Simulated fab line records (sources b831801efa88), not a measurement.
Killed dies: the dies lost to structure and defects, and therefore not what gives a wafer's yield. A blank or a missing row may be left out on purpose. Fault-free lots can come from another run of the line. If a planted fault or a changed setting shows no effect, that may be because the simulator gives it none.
fab line records | flow gf180mcu
record: lots: 14 | wafers: 42 | last-day: 34
route steps=602 shown MIM@514 M5@537 V5@541 TOP_METAL@570
lots that met no fault: from a run of the same line without faults
start-h: the number of hours between the record's first day and the start of the first shown wafer of the lot | wait-h: hours elapsed since this lot's preceding step | " unchanged from the row above | L1.1+2: several wafers, shown together as one row | - either no value or no given start | * or withheld: withheld | < > ~ a bound
route shown NAME@n: a module of which the file shows steps, and the number in the route of the first | usual: the fault-free wafers' mean and standard deviation | same: alike in all rows | chamber/n: place in a boat | sites: per-site readings | _std_site: their standard deviation | _edge_site: the outer-site mean with the inner-site mean subtracted | radius-mm: how far each site lies from the wafer's centre | mask NAME#n: copy n | behind: tool/chamber where the wafer was last shaped | hold: what put the lot on hold/how long, in hours/how the hold closed | device: the n, p or np transistor that did not switch | end of line: tests of these same wafers at the route's end | step lacking rows: just its recipe | killed: the dies lost at the first sort to structure and to defects; this is not the yield of the wafer | map: a wafer's dies, x killed, . not, _ none there
set.NAME: the setting that was run; set.NAME@STEP: the one run at that earlier step | model.NAME: the simulator's own value behind a step, which no gauge read
route steps across a sampled set of lots; one table per step, one row per wafer
services: the hour from which a tool's chamber was out of use, counted from the record's first day as start-h (under 0 if before that day), plus the number of hours and why
== steps ==
step: GF_MIM_THK_MEAS_11
recipe: thk-meas-gauge: xrf | reads: AlCu_of_MIM_SPUTTER_08
usual: MIM_ALCU_THK: 198.6/2.4
lot.wafer | tool          | chamber | start-h | wait-h | MIM_ALCU_THK[nm]
L238.1    | film-metro-04 | -       | 576.87  | 0.1    | 201.8
L238.3    | "             | -       | "       | "      | 203.6
L238.6    | "             | -       | "       | "      | 203.0
L239.1    | film-metro-03 | -       | 581.68  | 0.1    | 196.4
L239.3    | "             | -       | "       | "      | 193.9
L239.4    | "             | -       | "       | "      | 197.0
L240.1    | film-metro-03 | -       | 597.87  | 0.1    | 197.5
L240.5    | "             | -       | "       | "      | 199.5
L240.6    | "             | -       | "       | "      | 198.8
L241.4    | film-metro-04 | -       | 607.05  | 0.1    | 193.5
L241.5    | "             | -       | "       | "      | 196.2
L241.6    | "             | -       | "       | "      | 197.0
L243.1    | film-metro-03 | -       | 622.88  | 0.1    | 201.8
L243.4    | "             | -       | "       | "      | 200.0
L243.6    | "             | -       | "       | "      | 196.6
L244.2    | film-metro-04 | -       | 641.50  | 0.1    | 198.7
L244.3    | "             | -       | "       | "      | 199.5
L244.6    | "             | -       | "       | "      | 200.6
L247.4    | film-metro-03 | -       | 661.46  | 0.1    | 199.4
L247.5    | "             | -       | "       | "      | 199.3
L247.6    | "             | -       | "       | "      | 201.4
L248.4    | film-metro-04 | -       | 663.16  | 0.1    | 199.1
L248.5    | "             | -       | "       | "      | 202.3
L248.6    | "             | -       | "       | "      | 199.0
L250.3    | film-metro-04 | -       | 678.98  | 0.1    | 199.9
L250.5    | "             | -       | "       | "      | 195.9
L250.6    | "             | -       | "       | "      | 196.8
L251.1    | film-metro-04 | -       | 680.30  | 0.1    | 201.2
L251.2    | "             | -       | "       | "      | 199.1
L251.3    | "             | -       | "       | "      | 199.0
L253.3    | film-metro-03 | -       | 696.90  | 0.1    | 198.8
L253.4    | "             | -       | "       | "      | 198.4
L253.5    | "             | -       | "       | "      | 196.7
L254.2    | film-metro-01 | -       | 704.49  | 0.1    | 194.8
L254.4    | "             | -       | "       | "      | 194.8
L254.5    | "             | -       | "       | "      | 193.9
L258.2    | film-metro-04 | -       | 721.99  | 0.1    | 196.5
L258.3    | "             | -       | "       | "      | 196.8
L258.5    | "             | -       | "       | "      | 197.0
L259.3    | film-metro-03 | -       | 728.59  | 0.1    | 196.7
L259.5    | "             | -       | "       | "      | 199.7
L259.6    | "             | -       | "       | "      | 198.7
step: GF_M5_STRIP_11
recipe: chemistry: O2/N2 | power-w: 1400 | pressure-mtorr: 1500 | platen-temp-c: 250 | o2-flow-sccm: 3000 | n2-flow-sccm: 300 | overash-fraction: 0.5
usual: drypump-motor-current-A: 5.4/0.57 | heater-power-w: 334/36 | oes-product-au: 0.544/0.0052 | strip-time-to-endpoint-s: 7.53/0.043
lot.wafer | tool            | chamber | start-h | wait-h | drypump-motor-current-A | heater-power-w | oes-product-au | rf-hours-counter-h | strip-time-to-endpoint-s
L238.1    | plasma-asher-03 | 0       | 619.15  | 0.1    | 5.0                     | 324            | 0.550          | 98                 | 7.45
L238.3    | "               | 0       | "       | "      | 5.0                     | 337            | 0.535          | -                  | 7.48
L238.6    | "               | 1       | "       | "      | 5.1                     | 388            | 0.541          | -                  | 7.45
L239.1    | plasma-asher-02 | 0       | 623.33  | 0.1    | 5.6                     | 328            | 0.544          | 23                 | 7.59
L239.3    | "               | 0       | "       | "      | 5.6                     | 341            | 0.542          | -                  | 7.54
L239.4    | "               | 1       | "       | "      | 5.1                     | 317            | 0.542          | -                  | 7.59
L240.1    | plasma-asher-04 | 1       | 639.39  | 0.2    | 6.5                     | 341            | 0.547          | 76                 | 7.46
L240.5    | "               | 0       | "       | "      | 5.0                     | 274            | 0.545          | -                  | 7.46
L240.6    | "               | 1       | "       | "      | 6.5                     | 329            | 0.535          | -                  | 7.45
L241.4    | plasma-asher-03 | 0       | 648.21  | 0.1    | 5.0                     | 331            | 0.537          | -                  | 7.55
L241.5    | "               | 0       | "       | "      | 5.0                     | 325            | 0.548          | -                  | 7.61
L241.6    | "               | 1       | "       | "      | 5.1                     | 400            | 0.545          | -                  | 7.58
L243.1    | plasma-asher-04 | 1       | 662.78  | 0.1    | 6.5                     | 331            | 0.545          | 78                 | 7.51
L243.4    | "               | 1       | "       | "      | 6.5                     | 336            | 0.529          | -                  | 7.48
L243.6    | "               | 0       | "       | "      | 5.0                     | 282            | 0.547          | -                  | 7.54
L244.2    | plasma-asher-03 | 1       | 680.53  | 0.1    | 5.1                     | 378            | 0.540          | 104                | 7.59
L244.3    | "               | 0       | "       | "      | 4.9                     | 329            | 0.551          | -                  | 7.61
L244.6    | "               | 1       | "       | "      | 5.1                     | 387            | 0.539          | -                  | 7.55
L247.4    | plasma-asher-03 | 1       | 699.41  | 0.1    | 5.1                     | 387            | 0.546          | -                  | 7.60
L247.5    | "               | 1       | "       | "      | 5.1                     | 392            | 0.544          | -                  | 7.56
L247.6    | "               | 0       | "       | "      | 5.0                     | 325            | 0.548          | -                  | 7.55
L248.4    | plasma-asher-04 | 1       | 701.16  | 0.1    | 6.5                     | 330            | 0.545          | -                  | 7.57
L248.5    | "               | 0       | "       | "      | 5.0                     | 274            | 0.547          | -                  | 7.54
L248.6    | "               | 1       | "       | "      | 6.5                     | 339            | 0.549          | -                  | 7.55
L250.3    | plasma-asher-03 | 1       | 715.52  | 0.1    | 5.0                     | 383            | 0.545          | -                  | 7.56
L250.5    | "               | 1       | "       | "      | 5.1                     | 389            | 0.539          | -                  | 7.51
L250.6    | "               | 0       | "       | "      | 5.0                     | 329            | 0.540          | -                  | 7.54
L251.1    | plasma-asher-02 | 1       | 716.08  | 0.1    | 5.1                     | 307            | 0.540          | 33                 | 7.48
L251.2    | "               | 0       | "       | "      | 5.7                     | 333            | 0.545          | 33                 | 7.48
L251.3    | "               | 1       | "       | "      | 5.1                     | 311            | 0.548          | -                  | 7.51
L253.3    | plasma-asher-04 | 1       | 732.31  | 0.1    | 6.5                     | 343            | 0.543          | -                  | 7.58
L253.4    | "               | 0       | "       | "      | 5.0                     | 281            | 0.544          | -                  | 7.56
L253.5    | "               | 1       | "       | "      | 6.5                     | 328            | 0.554          | -                  | 7.59
L254.2    | plasma-asher-04 | 1       | 740.77  | 0.1    | 6.5                     | 333            | 0.548          | 86                 | 7.52
L254.4    | "               | 0       | "       | "      | 5.0                     | 278            | 0.541          | -                  | 7.52
L254.5    | "               | 1       | "       | "      | 6.5                     | 333            | 0.542          | -                  | 7.56
L258.2    | plasma-asher-03 | 0       | 756.47  | 0.1    | 5.0                     | 341            | 0.559          | 1                  | 7.55
L258.3    | "               | 1       | "       | "      | 5.1                     | 394            | 0.546          | -                  | 7.55
L258.5    | "               | 0       | "       | "      | 5.0                     | 335            | 0.545          | -                  | 7.51
L259.3    | plasma-asher-03 | 0       | 763.06  | 0.1    | 5.0                     | 340            | 0.544          | -                  | 7.60
L259.5    | "               | 1       | "       | "      | 5.1                     | 388            | 0.542          | -                  | 7.60
L259.6    | "               | 0       | "       | "      | 5.0                     | 341            | 0.550          | -                  | 7.59
step: GF_V5_THK_MEAS_01
recipe: reads: SiO2_of_V5_CVD_00
usual: V5_CVD_00_THK: 300/3
lot.wafer | tool          | chamber | start-h | wait-h | V5_CVD_00_THK[nm]
L238.1    | film-metro-02 | -       | 619.86  | 0.0    | 302
L238.3    | "             | -       | "       | "      | 304
L238.6    | "             | -       | "       | "      | 302
L239.1    | film-metro-01 | -       | 623.90  | 0.0    | 298
L239.3    | "             | -       | "       | "      | 298
L239.4    | "             | -       | "       | "      | 300
L240.1    | film-metro-01 | -       | 640.06  | 0.0    | 303
L240.5    | "             | -       | "       | "      | 299
L240.6    | "             | -       | "       | "      | 303
L241.4    | film-metro-02 | -       | 648.78  | 0.0    | 298
L241.5    | "             | -       | "       | "      | 298
L241.6    | "             | -       | "       | "      | 299
L243.1    | film-metro-01 | -       | 663.35  | 0.0    | 299
L243.4    | "             | -       | "       | "      | 300
L243.6    | "             | -       | "       | "      | 299
L244.2    | film-metro-03 | -       | 681.12  | 0.0    | 304
L244.3    | "             | -       | "       | "      | 305
L244.6    | "             | -       | "       | "      | 306
L247.4    | film-metro-03 | -       | 699.98  | 0.0    | 305
L247.5    | "             | -       | "       | "      | 298
L247.6    | "             | -       | "       | "      | 299
L248.4    | film-metro-02 | -       | 701.74  | 0.0    | 300
L248.5    | "             | -       | "       | "      | 304
L248.6    | "             | -       | "       | "      | 301
L250.3    | film-metro-02 | -       | 716.09  | 0.0    | 297
L250.5    | "             | -       | "       | "      | 296
L250.6    | "             | -       | "       | "      | 294
L251.1    | film-metro-01 | -       | 716.66  | 0.0    | 303
L251.2    | "             | -       | "       | "      | 296
L251.3    | "             | -       | "       | "      | 297
L253.3    | film-metro-02 | -       | 732.87  | 0.0    | 295
L253.4    | "             | -       | "       | "      | 294
L253.5    | "             | -       | "       | "      | 298
L254.2    | film-metro-03 | -       | 741.36  | 0.0    | 300
L254.4    | "             | -       | "       | "      | 296
L254.5    | "             | -       | "       | "      | 300
L258.2    | film-metro-01 | -       | 757.10  | 0.0    | 302
L258.3    | "             | -       | "       | "      | 300
L258.5    | "             | -       | "       | "      | 299
L259.3    | film-metro-01 | -       | 763.63  | 0.0    | 305
L259.5    | "             | -       | "       | "      | 308
L259.6    | "             | -       | "       | "      | 303
step: GF_TOP_METAL_SPUTTER_03
recipe: material: Ti | target-thk-nm: 5 | substrate-temp-c: 300 | chamber-pressure-pa: 0.3 | power-w: 3000 | time-s: 3.3
usual: cathode-dc-power-W: 2999.9/0.57 | chamber-pressure-pa: 0.3000/0.00059 | throttle-valve-pct: 29.7/1.1
lot.wafer | tool           | chamber | start-h | wait-h | cathode-dc-power-W | chamber-pressure-pa | throttle-valve-pct
L238.1    | pvd-sputter-02 | -       | 642.86  | 0.0    | 2998.6             | 0.3004              | 29.4
L238.3    | "              | -       | "       | "      | 2999.4             | 0.2982              | 30.7
L238.6    | "              | -       | "       | "      | 3000.0             | 0.3003              | 29.3
L239.1    | pvd-sputter-03 | -       | 646.40  | 0.0    | 2999.4             | 0.2997              | 30.2
L239.3    | "              | -       | "       | "      | 3000.0             | 0.3003              | 28.0
L239.4    | "              | -       | "       | "      | 2999.9             | 0.3002              | 29.8
L240.1    | pvd-sputter-01 | -       | 661.81  | 0.0    | 2999.9             | 0.3009              | 29.1
L240.5    | "              | -       | "       | "      | 3000.2             | 0.2986              | 28.7
L240.6    | "              | -       | "       | "      | 3000.5             | 0.3000              | 29.1
L241.4    | pvd-sputter-03 | -       | 670.64  | 0.0    | 2999.9             | 0.3004              | 30.0
L241.5    | "              | -       | "       | "      | 2999.2             | 0.2995              | 29.8
L241.6    | "              | -       | "       | "      | 3000.1             | 0.2995              | 28.1
L243.1    | pvd-sputter-02 | -       | 685.28  | 0.0    | 2999.1             | 0.3010              | 29.9
L243.4    | "              | -       | "       | "      | 3000.2             | 0.3002              | 30.5
L243.6    | "              | -       | "       | "      | 2999.5             | 0.3007              | 31.1
L244.2    | pvd-sputter-02 | -       | 701.74  | 0.0    | 3000.9             | 0.2994              | 30.8
L244.3    | "              | -       | "       | "      | 2999.4             | 0.2999              | 29.6
L244.6    | "              | -       | "       | "      | 2999.1             | 0.3006              | 30.1
L247.4    | pvd-sputter-01 | -       | 720.57  | 0.0    | 2999.9             | 0.2992              | 28.6
L247.5    | "              | -       | "       | "      | 2999.2             | 0.3000              | 28.8
L247.6    | "              | -       | "       | "      | 3000.5             | 0.3012              | 29.1
L248.4    | pvd-sputter-01 | -       | 722.16  | 0.0    | 2999.8             | 0.2997              | 29.0
L248.5    | "              | -       | "       | "      | 2999.6             | 0.3005              | 29.2
L248.6    | "              | -       | "       | "      | 3000.2             | 0.3004              | 28.5
L250.3    | pvd-sputter-03 | -       | 735.30  | 0.0    | -                  | -                   | -
L250.5    | "              | -       | "       | "      | -                  | -                   | -
L250.6    | "              | -       | "       | "      | -                  | -                   | -
L251.1    | pvd-sputter-01 | -       | 735.96  | 0.0    | -                  | -                   | -
L251.2    | "              | -       | "       | "      | -                  | -                   | -
L251.3    | "              | -       | "       | "      | -                  | -                   | -
L253.3    | pvd-sputter-03 | -       | 752.57  | 0.0    | 2999.8             | 0.3010              | 31.7
L253.4    | "              | -       | "       | "      | 2999.6             | 0.3003              | 29.8
L253.5    | "              | -       | "       | "      | 2999.6             | 0.2984              | 29.8
L254.2    | pvd-sputter-02 | -       | 760.39  | 0.0    | 3001.0             | 0.3010              | 30.9
L254.4    | "              | -       | "       | "      | 3000.6             | 0.3004              | 29.4
L254.5    | "              | -       | "       | "      | 3000.2             | 0.2997              | 31.3
L258.2    | pvd-sputter-03 | -       | 775.36  | 0.0    | 2999.0             | 0.2998              | 28.1
L258.3    | "              | -       | "       | "      | 3000.4             | 0.2996              | 29.9
L258.5    | "              | -       | "       | "      | 3000.3             | 0.3001              | 28.0
L259.3    | pvd-sputter-01 | -       | 782.08  | 0.0    | 2999.5             | 0.3002              | 31.2
L259.5    | "              | -       | "       | "      | 2999.6             | 0.2993              | 28.8
L259.6    | "              | -       | "       | "      | 2999.8             | 0.3007              | 31.0
== services ==
tool            | chamber | start-h | hours | kind
plasma-asher-02 | -       | 604.94  | 7.1   | repair
pvd-sputter-02  | -       | 658.98  | 0.5   | repair
plasma-asher-04 | -       | 692.81  | 6.7   | repair
plasma-asher-03 | -       | 733.75  | 9.0   | pm
plasma-asher-03 | 0       | 733.75  | 9.0   | vent-cycle
plasma-asher-03 | 1       | 733.75  | 9.0   | vent-cycle
pvd-sputter-02  | -       | 734.33  | 1.0   | repair
plasma-asher-03 | 0       | 742.75  | -     | clean
plasma-asher-03 | 1       | 742.75  | -     | clean
plasma-asher-04 | -       | 753.79  | 9.4   | repair
plasma-asher-02 | -       | 756.36  | 1.1   | repair
plasma-asher-03 | -       | 771.14  | 1.2   | repair
pvd-sputter-02  | -       | 779.01  | 3.3   | repair
== key ==
first-sign: step: GF_TOP_METAL_SPUTTER_03 | reading: tool-record | direction: missing
effect none on later readings
met-at GF_TOP_METAL_SPUTTER_03
struck-lots L250,L251
later-rows-left-out L250.3,L250.5,L250.6,L251.1,L251.2,L251.3
sort-left-out L250.3,L250.5,L250.6,L251.1,L251.2,L251.3
not-acting-at GF_MIM_THK_MEAS_11,GF_M5_STRIP_11,GF_V5_THK_MEAS_01
onset-between 722.16 735.30
fault: kind: skipped-step-whole | tool: pvd-sputter-01,pvd-sputter-03 | chamber: - | onset-h: 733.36 | steps: GF_TOP_METAL_SPUTTER_03 | scope: struck-lots-only
sort-left-out: the simulated sort isn't trusted on such a fault, so these wafers' sort isn't shown, and their yield isn't known
later-rows-left-out: the simulator's readings of these wafers behind a module that went badly wrong aren't trusted and aren't shown, but for the sort
